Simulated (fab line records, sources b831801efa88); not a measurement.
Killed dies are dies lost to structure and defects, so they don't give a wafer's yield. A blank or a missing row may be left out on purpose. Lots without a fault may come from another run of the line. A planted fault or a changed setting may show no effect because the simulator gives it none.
Tool commonality check | flow sky130 | 11 lots, 33 wafers sampled

WHY IT WAS OPENED
At SKY_POLY_GATE_THK_MEAS_01 the reading POLY_GATE_CVD_00_THK is flagged on 3 of 11 lots. Wafers without a fault read 180.2 nm, standard deviation 1.5.
Rule: a lot is flagged when every wafer of it that has a number lies more than 4 standard deviations from that mean, or none has a number. The other lots count as sound.

lot  | measured     | on            | POLY_GATE_CVD_00_THK (nm), wafer by wafer | flag
L365 | day 13 17:31 | film_metro-04 | 180.0 178.9 179.7                         |
L366 | day 14 05:14 | film_metro-02 | 179.5 182.1 180.3                         |
L374 | day 16 17:35 | film_metro-03 | 178.9 180.1 179.5                         |
L375 | day 17 10:20 | film_metro-02 | 178.5 179.0 179.4                         |
L376 | day 18 09:08 | film_metro-03 | 144.9 144.7 146.3                         | FLAGGED
L377 | day 18 10:19 | film_metro-02 | 145.8 143.1 145.9                         | FLAGGED
L378 | day 18 10:19 | film_metro-03 | 144.5 142.8 144.1                         | FLAGGED
L385 | day 21 08:14 | film_metro-02 | 184.4 181.1 180.5                         |
L386 | day 21 12:22 | film_metro-04 | 182.5 181.2 183.1                         |
L387 | day 21 21:01 | film_metro-04 | 179.6 179.3 179.0                         |
L388 | day 22 05:26 | film_metro-02 | 181.9 182.1 181.7                         |
The numbers of the flagged lots are 144.7 nm on average: -35.5 nm against the usual, or -24 standard deviations.

WHICH TOOL RAN EACH LOT
The record holds 2 process steps before the reading, out of a route of 708 steps. In each cell: the tool, then ch and the chambers that the sampled wafers went through, then the start.
lot  | flag    | SKY_NWELL_RTA_28                 | SKY_POLY_GATE_CVD_00
L365 |         | rtp_anneal-02 ch 0, day 5 02:38  | lpcvd-01 ch 1, day 13 16:19
L366 |         | rtp_anneal-01 ch 0, day 5 10:37  | lpcvd-01 ch 1, day 14 04:02
L374 |         | rtp_anneal-01 ch 0, day 7 05:16  | lpcvd-01 ch 1, day 16 15:46
L375 |         | rtp_anneal-02 ch 0, day 7 15:16  | lpcvd-01 ch 1, day 17 09:07
L376 | FLAGGED | rtp_anneal-02 ch 0, day 7 23:21  | lpcvd-01 ch 1, day 18 07:55
L377 | FLAGGED | rtp_anneal-01 ch 0, day 8 04:59  | lpcvd-01 ch 0, day 18 09:07
L378 | FLAGGED | rtp_anneal-01 ch 0, day 8 08:28  | lpcvd-01 ch 0, day 18 09:07
L385 |         | rtp_anneal-01 ch 0, day 10 11:07 | lpcvd-01 ch 0, day 21 07:02
L386 |         | rtp_anneal-02 ch 0, day 10 15:45 | lpcvd-01 ch 0, day 21 11:09
L387 |         | rtp_anneal-01 ch 0, day 10 17:25 | lpcvd-01 ch 1, day 21 19:47
L388 |         | rtp_anneal-02 ch 0, day 11 04:14 | lpcvd-01 ch 0, day 22 04:14
What these steps do:
- SKY_NWELL_RTA_28: time 30 s.
- SKY_POLY_GATE_CVD_00: deposits poly-Si, target thk 180 nm, time 720 s.
- SKY_POLY_GATE_THK_MEAS_01

FLAGGED OVER TOTAL, TOOL BY TOOL (the gauges that took the reading come last)
step                      | tool          | lots run | flagged | share of the flagged lots | sound lots run after its first flagged lot
SKY_NWELL_RTA_28          | rtp_anneal-01 | 6        | 2       | some                      | 2 (L385,L387)
SKY_NWELL_RTA_28          | rtp_anneal-02 | 5        | 1       | some                      | 2 (L386,L388)
SKY_POLY_GATE_CVD_00      | lpcvd-01      | 11       | 3       | all                       | 4 (L385,L386,L387,L388)
SKY_POLY_GATE_THK_MEAS_01 | film_metro-02 | 5        | 1       | some                      | 2 (L385,L388)
SKY_POLY_GATE_THK_MEAS_01 | film_metro-03 | 3        | 2       | some                      | 0
SKY_POLY_GATE_THK_MEAS_01 | film_metro-04 | 3        | 0       | none                      | -

WHAT THE TABLE ALLOWS
1 row of the table ran every flagged lot: lpcvd-01 at SKY_POLY_GATE_CVD_00.
- lpcvd-01 at SKY_POLY_GATE_CVD_00: 3 of its 11 lots flagged. Sound lots ran on it after the first flagged one (L385, L386, L387, L388), which a lasting fault on the whole tool wouldn't allow.
No row of the table ran every flagged lot and no sound lot after the first.

WHAT THE SIMULATOR HAD PUT IN
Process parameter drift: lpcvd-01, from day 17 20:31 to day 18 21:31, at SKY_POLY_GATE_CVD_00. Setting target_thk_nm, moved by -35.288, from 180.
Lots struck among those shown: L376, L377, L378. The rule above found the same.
